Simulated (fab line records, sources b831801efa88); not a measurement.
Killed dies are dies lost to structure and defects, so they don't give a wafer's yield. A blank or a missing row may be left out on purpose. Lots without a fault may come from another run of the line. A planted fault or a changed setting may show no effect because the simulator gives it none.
One fault seen from 2 desks | flow gf180mcu | each desk has only its own numbers; what lay behind them comes last

THE METROLOGY DESK
What the gauges read, lot by lot, whatever tool the lot ran on: means of the sampled wafers that have a number. A lot is out of limits, marked OUT, if its mean lies more than 4 standard deviations from the usual mean; the brackets give that distance.
Columns: A = V5_W_RS at GF_V5_RS_MEAS_24, usual 0.330 ohm/sq; B = V5_W_THK at GF_V5_THK_MEAS_25, usual 366 nm
lot  | first seen here | A                | B
L783 | day 28 02:45    | 0.332            | 363
L785 | day 28 13:01    | 0.325            | 370
L787 | day 29 03:22    | 0.331            | 370
L788 | day 29 10:48    | 0.328            | 364
L789 | day 30 00:55    | 0.331            | 363
L791 | day 30 10:34    | 0.327            | 369
L795 | day 31 14:16    | 0.316 (-4.1) OUT | 383
L796 | day 31 18:56    | 0.321            | 377
L797 | day 32 02:01    | 0.328            | 366
L798 | day 32 06:45    | 0.325            | 367
L803 | day 33 15:48    | 0.331            | 363
L806 | day 34 05:17    | 0.334            | 365
This desk's finding: out of limits on L795; first on L795, day 31 14:16 (V5_W_RS at GF_V5_RS_MEAS_24). In limits: L783, L785, L787, L788, L789, L791, L796, L797, L798, L803, L806.

THE TOOL OWNER'S DESK: cvd_w-01
The tool's own readings at GF_V5_CVD_23 (deposits W, target thk 350 nm, time 104.9 s): means of the sampled wafers that have a number, for each lot that ran on this tool. A lot is out of limits, marked OUT, if its mean lies more than 4 standard deviations from the usual mean; the brackets give that distance.
Columns: A = heater_power_w at GF_V5_CVD_23, usual 919 W
lot  | first seen here | A
L783 | day 28 02:38    | 781
L788 | day 29 10:40    | 810
L791 | day 30 10:26    | 806
L795 | day 31 14:09    | 800
L796 | day 31 18:49    | 762
L798 | day 32 06:37    | 779
This desk's finding: nothing out of limits on any of the 6 lots.

PUT TOGETHER
The metrology desk could have raised an alarm at day 31 14:16, on L795.
The tool owner's desk saw nothing out of limits.
The tool owner's desk has L795 on record, within its limits.
Of the lots named, all ran GF_V5_CVD_23 on cvd_w-01.

WHAT THE SIMULATOR HAD PUT IN
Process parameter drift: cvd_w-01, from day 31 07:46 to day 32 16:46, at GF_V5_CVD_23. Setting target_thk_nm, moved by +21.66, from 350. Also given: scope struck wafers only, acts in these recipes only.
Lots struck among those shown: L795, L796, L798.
Hours from the fault's start to each desk's first reading out of limits: the metrology desk, 6.
